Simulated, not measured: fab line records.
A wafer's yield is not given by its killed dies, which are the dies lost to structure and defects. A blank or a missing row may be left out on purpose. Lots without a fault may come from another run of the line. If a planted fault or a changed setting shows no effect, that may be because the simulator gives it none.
fab line records | flow gf180mcu
record: lots: 6 wafers: 18 last_day: 34
route steps=602 shown M1@319
lots that met no fault: from a run of the same line without faults
start_h: the number of hours between the record's first day and the start of the first shown wafer of the lot | wait_h: hours from the lot's prior step to this one | " unchanged from the row above | L1.1+2: a single row standing in for several wafers | - value missing, or start not given | * or withheld: withheld | < > ~ a bound
route shown NAME@n: a module of which the file shows steps, and the number in the route of the first | usual: average and standard deviation across the fault-free wafers | same: alike in all rows | chamber/n: place in a boat | sites: the reading at each site | _std_site: their standard deviation | _edge_site: outer sites' mean less inner sites' | radius_mm: for every site, how far away it sits from the centre of the wafer | mask NAME#n: copy n | behind: the tool/chamber that last shaped the wafer | hold: what put the lot on hold/how long, in hours/how the hold closed | device: the n, p or np transistor that did not switch | end of line: the route-end tests of the same wafers | a step with no rows: only its recipe | killed: not the wafer's yield, but the dies lost to structure and defects at the first sort | map: the dies of a wafer, with x for killed, . for not killed, _ for no die there
set.NAME: the run value of the setting; set.NAME@STEP: its run value at that earlier step | model.NAME: the simulator's own value behind a step, which no gauge read
lots at selected steps of the route; one table per step, one row per wafer
services: when a tool's chamber went out of use (start_h, in hours from the record's first day, below 0 if earlier), for how many hours, and the reason
== steps ==
step: GF_M1_SPUTTER_04
recipe: material: TiN target_thk_nm: 50 power_w: 6500 time_s: 41.7 chamber_pressure_pa: 0.4
usual: throttle_valve_pct: 30.1/1.1
columns lot.wafer tool chamber start_h wait_h throttle_valve_pct
L747.3 pvd_sputter-01 - 375.79 0.0 31.1
L747.5 " - " " 27.7
L747.6 " - " " 30.7
L755.1 pvd_sputter-04 - 441.45 0.0 31.1
L755.2 " - " " 30.5
L755.6 " - " " 29.2
L757.2 pvd_sputter-01 - 466.55 0.0 30.2
L757.3 " - " " 27.9
L757.4 " - " " 30.7
L758.4 pvd_sputter-04 - 474.30 0.0 29.3
L758.5 " - " " 30.7
L758.6 " - " " 29.1
L766.3 pvd_sputter-01 - 542.08 0.0 29.9
L766.5 " - " " 31.0
L766.6 " - " " 30.1
L767.1 pvd_sputter-01 - 548.97 0.0 31.0
L767.2 " - " " 27.8
L767.6 " - " " 30.5
step: GF_M1_RS_MEAS_05
recipe: thk_meas_gauge: four-point-probe reads: TiN_of_M1_SPUTTER_04+Ti_of_M1_SPUTTER_03+AlCu_of_M1_SPUTTER_02+TiN_of_M1_SPUTTER_01+Ti_of_M1_SPUTTER_00
usual: M1_ALCU_RS: 0.0696/0.00095
columns lot.wafer tool chamber start_h wait_h M1_ALCU_RS[ohm/sq]
L747.3 film_metro-04 - 375.87 0.1 0.0687
L747.5 " - " " 0.0683
L747.6 " - " " 0.0687
L755.1 film_metro-01 - 441.49 0.0 0.0689
L755.2 " - " " 0.0688
L755.6 " - " " 0.0695
L757.2 film_metro-01 - 466.61 0.0 0.0697
L757.3 " - " " 0.0684
L757.4 " - " " 0.0682
L758.4 film_metro-01 - 474.40 0.1 0.0701
L758.5 " - " " 0.0701
L758.6 " - " " 0.0695
L766.3 film_metro-02 - 542.16 0.1 0.0693
L766.5 " - " " 0.0686
L766.6 " - " " 0.0698
L767.1 film_metro-04 - 549.01 0.0 0.0688
L767.2 " - " " 0.0693
L767.6 " - " " 0.0683
step: GF_M1_THK_MEAS_06
recipe: thk_meas_gauge: xrf reads: AlCu_of_M1_SPUTTER_02
usual: M1_ALCU_THK: 447/7.2
columns lot.wafer tool chamber start_h wait_h M1_ALCU_THK[nm]
L747.3 film_metro-04 - 375.97 0.1 455
L747.5 " - " " 455
L747.6 " - " " 452
L755.1 film_metro-01 - 441.61 0.1 449
L755.2 " - " " 449
L755.6 " - " " 444
L757.2 film_metro-01 - 466.72 0.1 442
L757.3 " - " " 451
L757.4 " - " " 453
L758.4 film_metro-01 - 474.49 0.1 441
L758.5 " - " " 442
L758.6 " - " " 443
L766.3 film_metro-02 - 542.26 0.1 448
L766.5 " - " " 451
L766.6 " - " " 443
L767.1 film_metro-04 - 549.13 0.1 453
L767.2 " - " " 449
L767.6 " - " " 455
step: GF_M1_DEHYDRATE_07
recipe: temp_c: 200 time_s: 60
step: GF_M1_HMDS_08
recipe: prime_time_s: 60 prime_temp_c: 120
step: GF_M1_COAT_09
recipe: resist: KrF spin_rpm: withheld resist_thk_nm: 1000
step: GF_M1_SOFTBAKE_10
recipe: temp_c: 130 time_s: 60 resist: KrF
step: GF_M1_EXPOSE_11
recipe: mask_id: Metal1 target_cd_nm: 230 na: 0.68 source_shape: conventional sigma_outer: 0.6 dose_mj: 28
step: GF_M1_PEB_12
recipe: peb_temp_c: 135 peb_time_s: 90 resist: KrF
step: GF_M1_DEVELOP_13
recipe: develop_time_s: 60 dev_temp_c: 21
step: GF_M1_CD_MEAS_14
recipe: target_cd_nm: 230
usual: cd_nm: 230.3/1.2
columns lot.wafer tool chamber start_h wait_h cd_nm
L747.3 cd_sem-01 - 398.83 0.1 233.0
L747.5 " - " " 232.4
L747.6 " - " " 232.2
L755.1 cd_sem-02 - 465.92 0.1 230.6
L755.2 " - " " 230.5
L755.6 " - " " 230.5
L757.2 cd_sem-02 - 490.68 0.1 229.8
L757.3 " - " " 229.6
L757.4 " - " " 230.8
L758.4 cd_sem-02 - 498.70 0.1 230.9
L758.5 " - " " 229.4
L758.6 " - " " 230.0
L766.3 cd_sem-02 - 563.95 0.1 230.7
L766.5 " - " " 230.9
L766.6 " - " " 229.1
L767.1 cd_sem-02 - 571.41 0.1 232.8
L767.2 " - " " 232.3
L767.6 " - " " 231.8
step: GF_M1_OVL_MEAS_15
usual: M1_OVL: -2/5.7
columns lot.wafer tool chamber start_h wait_h M1_OVL[nm]
L747.3 overlay-01 - 398.92 0.1 -8
L747.5 " - " " -14
L747.6 " - " " -7
L755.1 overlay-01 - 466.04 0.1 -3
L755.2 " - " " -6
L755.6 " - " " -3
L757.2 overlay-01 - 490.78 0.1 8
L757.3 " - " " 7
L757.4 " - " " 8
L758.4 overlay-02 - 498.78 0.1 0
L758.5 " - " " 6
L758.6 " - " " 4
L766.3 overlay-02 - 564.04 0.1 -6
L766.5 " - " " -5
L766.6 " - " " -8
L767.1 overlay-02 - 571.53 0.1 5
L767.2 " - " " -6
L767.6 " - " " -4
step: GF_M1_METAL_ETCH_16
recipe: chemistry: Cl2/BCl3 mask_material: KrF target_depth_nm: 627.5 stop_on: SiO2 pressure_mtorr: 8 icp_w: 800 bias_w: 140 Cl2_flow_sccm: 80 bcl3_flow_sccm: 40 time_s: 104.6
usual: bcl3_flow_sccm: 40.02/0.12 bias_w: 140.0/0.4 drypump_motor_current_A: 5.7/0.42 oes_product_au: 0.970/0.007 throttle_valve_pct: 28.252/0.011
columns lot.wafer tool chamber start_h wait_h bcl3_flow_sccm bias_w drypump_motor_current_A oes_product_au rf_hours_counter_h throttle_valve_pct model.KrF_of_M1_COAT_09.thk_nm
L747.3 rie_metal-03 1 399.02 0.1 40.22 139.8 5.1 0.979 - 28.245 733.7
L747.5 " 1 " " 40.19 140.0 5.1 0.983 - 28.244 733.9
L747.6 " 1 " " 40.05 140.6 5.1 0.977 - 28.241 732.1
L755.1 rie_metal-01 0 466.08 0.0 40.05 140.2 6.3 0.974 8 28.257 731.5
L755.2 " 1 " " 40.08 140.0 6.2 0.969 6 28.245 732
L755.6 " 1 " " 40.04 140.4 6.2 0.972 - 28.262 729.2
L757.2 rie_metal-01 0 490.81 0.0 - - - - - - 981.7
L757.3 " 1 " " - - - - - - 981.4
L757.4 " 0 " " - - - - - - 981
L758.4 rie_metal-03 0 498.83 0.0 - - - - - - 984.7
L758.5 " 1 " " - - - - - - 984.4
L758.6 " 0 " " - - - - - - 987.8
L766.3 rie_metal-02 0 564.14 0.1 40.08 140.7 5.4 0.973 - 28.247 734.8
L766.5 " 0 " " 40.17 140.7 5.4 0.974 - 28.229 732.8
L766.6 " 0 " " 40.04 139.7 5.4 0.978 - 28.244 730.9
L767.1 rie_metal-02 0 571.56 0.0 39.91 139.7 5.4 0.974 12 28.252 735.5
L767.2 " 0 " " 40.06 140.1 5.4 0.967 - 28.253 731
L767.6 " 0 " " 40.01 140.2 5.4 0.979 - 28.236 731.5
step: GF_M1_STRIP_17
recipe: chemistry: O2/N2 power_w: 1400 pressure_mtorr: 1500 platen_temp_c: 250 o2_flow_sccm: 3000 n2_flow_sccm: 300 overash_fraction: 0.5
usual: drypump_motor_current_A: 5.7/0.37 heater_power_w: 334/14 oes_product_au: 0.557/0.0049 strip_time_to_endpoint_s: 7.86/0.04
columns lot.wafer tool chamber start_h wait_h drypump_motor_current_A heater_power_w oes_product_au rf_hours_counter_h strip_time_to_endpoint_s
L747.3 plasma_asher-01 0 399.21 0.1 5.8 338 0.558 - 7.87
L747.5 " 1 " " 5.9 342 0.557 - 7.85
L747.6 " 0 " " 5.8 338 0.555 - 7.85
L755.1 plasma_asher-01 1 466.19 0.1 5.8 332 0.555 87 7.83
L755.2 " 0 " " 5.8 342 0.553 87 7.83
L755.6 " 0 " " 5.8 335 0.555 - 7.81
L757.2 plasma_asher-01 0 490.92 0.1 5.8 342 0.664 90 10.17
L757.3 " 1 " " 5.8 327 0.659 - 10.17
L757.4 " 0 " " 5.8 334 0.658 - 10.15
L758.4 plasma_asher-04 1 498.94 0.1 5.3 346 0.668 - 10.20
L758.5 " 1 " " 5.3 338 0.662 - 10.21
L758.6 " 0 " " 6.3 315 0.661 - 10.23
L766.3 plasma_asher-01 0 564.32 0.1 5.8 336 0.551 - 7.86
L766.5 " 0 " " 5.8 339 0.547 - 7.85
L766.6 " 1 " " 5.8 339 0.554 - 7.83
L767.1 plasma_asher-04 1 571.79 0.2 5.3 346 0.559 50 7.89
L767.2 " 0 " " 6.3 314 0.559 50 7.86
L767.6 " 1 " " 5.4 355 0.553 - 7.84
step: GF_M1_STRIP_18
recipe: chemistry: post_etch_residue_remover time_s: 1200 temp_c: 72.5
== services ==
columns tool chamber start_h hours kind
rie_metal-03 0 388.31 - clean
rie_metal-03 0 388.31 12.7 scheduled_down
rie_metal-03 0 388.31 12.7 vent_cycle
rie_metal-01 0 390.57 2.9 repair
plasma_asher-01 - 392.26 3.7 repair
rie_metal-03 - 406.27 1.4 pm
plasma_asher-04 - 435.42 1.0 repair
rie_metal-03 1 445.91 3.6 repair
rie_metal-01 - 459.65 1.7 repair
plasma_asher-04 - 465.86 2.4 repair
rie_metal-03 1 510.36 - clean
rie_metal-03 1 510.36 17.5 scheduled_down
rie_metal-03 1 510.36 17.5 vent_cycle
plasma_asher-01 - 521.72 7.1 repair
pvd_sputter-04 2 523.46 - consumable_replace:kit
pvd_sputter-04 2 523.46 18.0 scheduled_down
pvd_sputter-04 2 523.46 18.0 vent_cycle
rie_metal-03 1 539.26 11.2 repair
pvd_sputter-04 - 546.96 13.0 repair
pvd_sputter-04 - 551.38 47.9 repair
rie_metal-02 1 561.80 12.1 repair
== key ==
first_sign: step: GF_M1_METAL_ETCH_16 reading: tool_record direction: missing
effect: step: GF_M1_STRIP_17 reading: strip_time_to_endpoint_s direction: up sigmas: 59 usual: * struck: *
model_effect: step: GF_M1_METAL_ETCH_16 value: KrF_of_M1_COAT_09.thk_nm without: 734.3 struck: 983.5
met_at GF_M1_METAL_ETCH_16
struck_wafers L757.2,L757.3,L757.4,L758.4,L758.5,L758.6
later_rows_left_out L757.2,L757.3,L757.4,L758.4,L758.5,L758.6
sort_left_out L757.2,L757.3,L757.4,L758.4,L758.5,L758.6
onset_between 466.08 490.81
fault: kind: skipped_step_whole tool: rie_metal-01,rie_metal-03 chamber: - onset_h: 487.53 steps: GF_M1_METAL_ETCH_16 scope: struck_lots_only
sort_left_out: the simulated sort isn't trusted on such a fault, so these wafers' sort isn't shown, and their yield isn't known
later_rows_left_out: the simulator's readings of these wafers behind a module that went badly wrong aren't trusted and aren't shown, but for the sort
